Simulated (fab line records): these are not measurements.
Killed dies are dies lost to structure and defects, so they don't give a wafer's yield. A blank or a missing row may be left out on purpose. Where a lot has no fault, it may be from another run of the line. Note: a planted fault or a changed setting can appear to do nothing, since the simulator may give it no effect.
Which tool did it? / flow gf180mcu / 11 lots, 33 wafers sampled, at 6 steps of a route of 602

WHAT THE GAUGES SHOWED, per wafer
GF_CONTACT_THK_MEAS_03.
lot=L969; measured=day 15 17:31; on=film_metro-01; CONTACT_CVD_02_THK (nm)=856 855 847
lot=L970; measured=day 15 21:59; on=film_metro-03; CONTACT_CVD_02_THK (nm)=843 858 868
lot=L971; measured=day 16 10:11; on=film_metro-04; CONTACT_CVD_02_THK (nm)=853 885 877
lot=L972; measured=day 17 00:11; on=film_metro-04; CONTACT_CVD_02_THK (nm)=844 845 856
lot=L974; measured=day 17 15:53; on=film_metro-03; CONTACT_CVD_02_THK (nm)=855 864 865
lot=L975; measured=day 18 03:46; on=film_metro-03; CONTACT_CVD_02_THK (nm)=872 860 875
lot=L976; measured=day 18 03:59; on=film_metro-03; CONTACT_CVD_02_THK (nm)=852 855 852
lot=L979; measured=day 19 15:34; on=film_metro-03; CONTACT_CVD_02_THK (nm)=856 857 861
lot=L980; measured=day 19 18:59; on=film_metro-03; CONTACT_CVD_02_THK (nm)=868 859 856
lot=L989; measured=day 22 15:59; on=film_metro-03; CONTACT_CVD_02_THK (nm)=872 863 877
lot=L991; measured=day 23 15:05; on=film_metro-04; CONTACT_CVD_02_THK (nm)=835 855 866

GF_M1_RS_MEAS_05: measures by four-point-probe.
lot=L969; measured=day 16 17:49; on=film_metro-03; M1_ALCU_RS (ohm/sq)=0.0713 0.0711 0.0708
lot=L970; measured=day 16 22:52; on=film_metro-04; M1_ALCU_RS (ohm/sq)=0.0694 0.0693 0.0693
lot=L971; measured=day 17 10:59; on=film_metro-04; M1_ALCU_RS (ohm/sq)=0.0697 0.0696 0.0701
lot=L972; measured=day 18 01:47; on=film_metro-04; M1_ALCU_RS (ohm/sq)=0.0707 0.0710 0.0714
lot=L974; measured=day 18 17:06; on=film_metro-03; M1_ALCU_RS (ohm/sq)=0.0701 0.0692 0.0700
lot=L975; measured=day 19 04:44; on=film_metro-02; M1_ALCU_RS (ohm/sq)=0.0700 0.0711 0.0706
lot=L976; measured=day 19 05:13; on=film_metro-03; M1_ALCU_RS (ohm/sq)=0.0694 0.0695 0.0696
lot=L979; measured=day 20 17:52; on=film_metro-04; M1_ALCU_RS (ohm/sq)=0.0697 0.0692 0.0698
lot=L980; measured=day 20 21:26; on=film_metro-02; M1_ALCU_RS (ohm/sq)=0.0722 0.0714 0.0709
lot=L989; measured=day 23 17:29; on=film_metro-02; M1_ALCU_RS (ohm/sq)=0.0688 0.0693 0.0692 0.0688 0.0693 0.0691
lot=L991; measured=day 24 15:11; on=film_metro-02; M1_ALCU_RS (ohm/sq)=0.0701 0.0700 0.0699

GF_M1_THK_MEAS_06: measures by xrf.
lot=L969; measured=day 16 17:56; on=film_metro-03; M1_ALCU_THK (nm)=439 439 444
lot=L970; measured=day 16 22:59; on=film_metro-04; M1_ALCU_THK (nm)=452 451 453
lot=L971; measured=day 17 11:05; on=film_metro-04; M1_ALCU_THK (nm)=453 451 447
lot=L972; measured=day 18 01:53; on=film_metro-04; M1_ALCU_THK (nm)=441 438 434
lot=L974; measured=day 18 17:13; on=film_metro-03; M1_ALCU_THK (nm)=443 450 443
lot=L975; measured=day 19 04:51; on=film_metro-02; M1_ALCU_THK (nm)=448 439 442
lot=L976; measured=day 19 05:20; on=film_metro-03; M1_ALCU_THK (nm)=450 450 446
lot=L979; measured=day 20 17:59; on=film_metro-04; M1_ALCU_THK (nm)=448 449 445
lot=L980; measured=day 20 21:31; on=film_metro-02; M1_ALCU_THK (nm)=429 437 438
lot=L989; measured=day 23 19:25; on=film_metro-02; M1_ALCU_THK (nm)=425 448 424 425 452 425
lot=L991; measured=day 24 15:19; on=film_metro-02; M1_ALCU_THK (nm)=442 444 446

GF_M1_CD_MEAS_14: the cd target is 230 nm.
lot=L969; measured=day 17 16:35; on=cd_sem-02; cd_nm (nm)=231.5 231.8 232.0
lot=L970; measured=day 17 22:14; on=cd_sem-02; cd_nm (nm)=229.5 230.1 231.2
lot=L971; measured=day 18 10:07; on=cd_sem-01; cd_nm (nm)=229.2 229.3 229.6
lot=L972; measured=day 19 01:24; on=cd_sem-02; cd_nm (nm)=229.5 229.9 229.0
lot=L974; measured=day 19 22:34; on=cd_sem-01; cd_nm (nm)=229.4 228.3 228.3
lot=L975; measured=day 20 05:34; on=cd_sem-02; cd_nm (nm)=231.1 232.1 232.7
lot=L976; measured=day 20 05:44; on=cd_sem-01; cd_nm (nm)=229.6 230.7 228.7
lot=L979; measured=day 21 16:56; on=cd_sem-02; cd_nm (nm)=229.1 229.9 229.3
lot=L980; measured=day 21 20:56; on=cd_sem-01; cd_nm (nm)=228.7 229.8 229.1
lot=L989; measured=day 24 15:52; on=cd_sem-02; cd_nm (nm)=230.8 231.3 230.8
lot=L991; measured=day 25 13:23; on=cd_sem-01; cd_nm (nm)=231.8 231.3 232.1

WHAT TOOL EACH LOT RAN ON (gives the tool, then ch and the chambers of the sampled wafers, and finally the start)
lot=L969; GF_CONTACT_CMP_27=cmp-02 ch 0,2, day 16 17:21; GF_M1_SPUTTER_04=pvd_sputter-03, day 16 17:47
lot=L970; GF_CONTACT_CMP_27=cmp-02 ch 0,3, day 16 22:20; GF_M1_SPUTTER_04=pvd_sputter-03, day 16 22:49
lot=L971; GF_CONTACT_CMP_27=cmp-01 ch 0,2,3, day 17 10:35; GF_M1_SPUTTER_04=pvd_sputter-03, day 17 10:55
lot=L972; GF_CONTACT_CMP_27=cmp-01 ch 0,1,2, day 18 01:17; GF_M1_SPUTTER_04=pvd_sputter-03, day 18 01:43
lot=L974; GF_CONTACT_CMP_27=cmp-02 ch 0,2, day 18 16:35; GF_M1_SPUTTER_04=pvd_sputter-01, day 18 17:04
lot=L975; GF_CONTACT_CMP_27=cmp-02 ch 1,2,3, day 19 04:13; GF_M1_SPUTTER_04=pvd_sputter-03, day 19 04:41
lot=L976; GF_CONTACT_CMP_27=cmp-01 ch 0,1,3, day 19 04:45; GF_M1_SPUTTER_04=pvd_sputter-04, day 19 05:11
lot=L979; GF_CONTACT_CMP_27=cmp-01 ch 1,2,3, day 20 17:21; GF_M1_SPUTTER_04=pvd_sputter-04, day 20 17:50
lot=L980; GF_CONTACT_CMP_27=cmp-02 ch 2,3, day 20 20:51; GF_M1_SPUTTER_04=pvd_sputter-03, day 20 21:20
lot=L989; GF_CONTACT_CMP_27=cmp-01 ch 1,2,3, day 23 17:04; GF_M1_SPUTTER_04=pvd_sputter-04, day 23 17:27
lot=L991; GF_CONTACT_CMP_27=cmp-02 ch 0,1,2, day 24 14:40; GF_M1_SPUTTER_04=pvd_sputter-01, day 24 15:09
- GF_CONTACT_CMP_27: polishes, stops on SiO2, t overpolish 15 s, target thk 0 nm.
- GF_M1_SPUTTER_04: material TiN, target thk 50 nm, time 41.7 s.

WHAT THE TOOLS THEMSELVES READ (means of the sampled wafers that have a number; where no wafer has one, the mark that the record gives instead)
GF_CONTACT_CMP_27.
lot=L969; tool=cmp-02; motor_current_A (A)=10.3; overpolish_run_s (s)=15.000; time_to_endpoint_s (s)=72.9
lot=L970; tool=cmp-02; motor_current_A (A)=10.4; overpolish_run_s (s)=15.002; time_to_endpoint_s (s)=71.3
lot=L971; tool=cmp-01; motor_current_A (A)=11.7; overpolish_run_s (s)=14.991; time_to_endpoint_s (s)=71.4
lot=L972; tool=cmp-01; motor_current_A (A)=11.8; overpolish_run_s (s)=14.998; time_to_endpoint_s (s)=76.3
lot=L974; tool=cmp-02; motor_current_A (A)=10.7; overpolish_run_s (s)=15.002; time_to_endpoint_s (s)=71.4
lot=L975; tool=cmp-02; motor_current_A (A)=10.5; overpolish_run_s (s)=14.991; time_to_endpoint_s (s)=71.8
lot=L976; tool=cmp-01; motor_current_A (A)=12.1; overpolish_run_s (s)=15.011; time_to_endpoint_s (s)=73.5
lot=L979; tool=cmp-01; motor_current_A (A)=11.5; overpolish_run_s (s)=15.004; time_to_endpoint_s (s)=69.6
lot=L980; tool=cmp-02; motor_current_A (A)=11.0; overpolish_run_s (s)=15.001; time_to_endpoint_s (s)=76.7
lot=L989; tool=cmp-01; motor_current_A (A)=11.5; overpolish_run_s (s)=14.992; time_to_endpoint_s (s)=75.6
lot=L991; tool=cmp-02; motor_current_A (A)=9.8; overpolish_run_s (s)=15.004; time_to_endpoint_s (s)=72.4

GF_M1_SPUTTER_04.
lot=L969; tool=pvd_sputter-03; cathode_dc_power_W (W)=6499.7; throttle_valve_pct (%)=30.0
lot=L970; tool=pvd_sputter-03; cathode_dc_power_W (W)=6500.1; throttle_valve_pct (%)=30.0
lot=L971; tool=pvd_sputter-03; cathode_dc_power_W (W)=6500.1; throttle_valve_pct (%)=29.8
lot=L972; tool=pvd_sputter-03; cathode_dc_power_W (W)=6500.4; throttle_valve_pct (%)=30.0
lot=L974; tool=pvd_sputter-01; cathode_dc_power_W (W)=6499.2; throttle_valve_pct (%)=30.4
lot=L975; tool=pvd_sputter-03; cathode_dc_power_W (W)=6500.4; throttle_valve_pct (%)=30.1
lot=L976; tool=pvd_sputter-04; cathode_dc_power_W (W)=6500.6; throttle_valve_pct (%)=30.7
lot=L979; tool=pvd_sputter-04; cathode_dc_power_W (W)=6501.1; throttle_valve_pct (%)=31.5
lot=L980; tool=pvd_sputter-03; cathode_dc_power_W (W)=6499.3; throttle_valve_pct (%)=30.2
lot=L989; tool=pvd_sputter-04; cathode_dc_power_W (W)=9083.7; throttle_valve_pct (%)=31.0
lot=L991; tool=pvd_sputter-01; cathode_dc_power_W (W)=6499.7; throttle_valve_pct (%)=30.4

THE ANSWER, worked out from the rows above alone
Rule: what is usual is taken from the lots themselves. The widest of any qualifying gaps counts: lots, ordered by their means at a reading, are off when they make up no more than a third of the lots, leave a main group of 4 or more, and stand apart from it by 3 or more times the standard deviation of that group's means. A main group whose means are all the same, to the digits that the tables above print for the reading, isn't used. Also off: a lot with no number at a reading for which 4 or more lots have one. All remaining lots with rows at the step are treated as sound. After the gauges, taken in route order, come the tools' own readings; for these a lot's mean is taken, as printed above. At the first step where some lot is off, the reading lying furthest off is the one used; lots without a number count as furthest.
Off: L989, at GF_M1_SPUTTER_04 (cathode_dc_power_W). Mean 6500.1 W and standard deviation 0.56 in the main group.
A tool fits if, at that step or a process step before it, it ran every lot that is off, and no sound lot after the first of them. This does not decide it: 2 tools fit, namely cmp-01 at GF_CONTACT_CMP_27 and pvd_sputter-04 at GF_M1_SPUTTER_04.

WHAT THE SIMULATOR PUT IN
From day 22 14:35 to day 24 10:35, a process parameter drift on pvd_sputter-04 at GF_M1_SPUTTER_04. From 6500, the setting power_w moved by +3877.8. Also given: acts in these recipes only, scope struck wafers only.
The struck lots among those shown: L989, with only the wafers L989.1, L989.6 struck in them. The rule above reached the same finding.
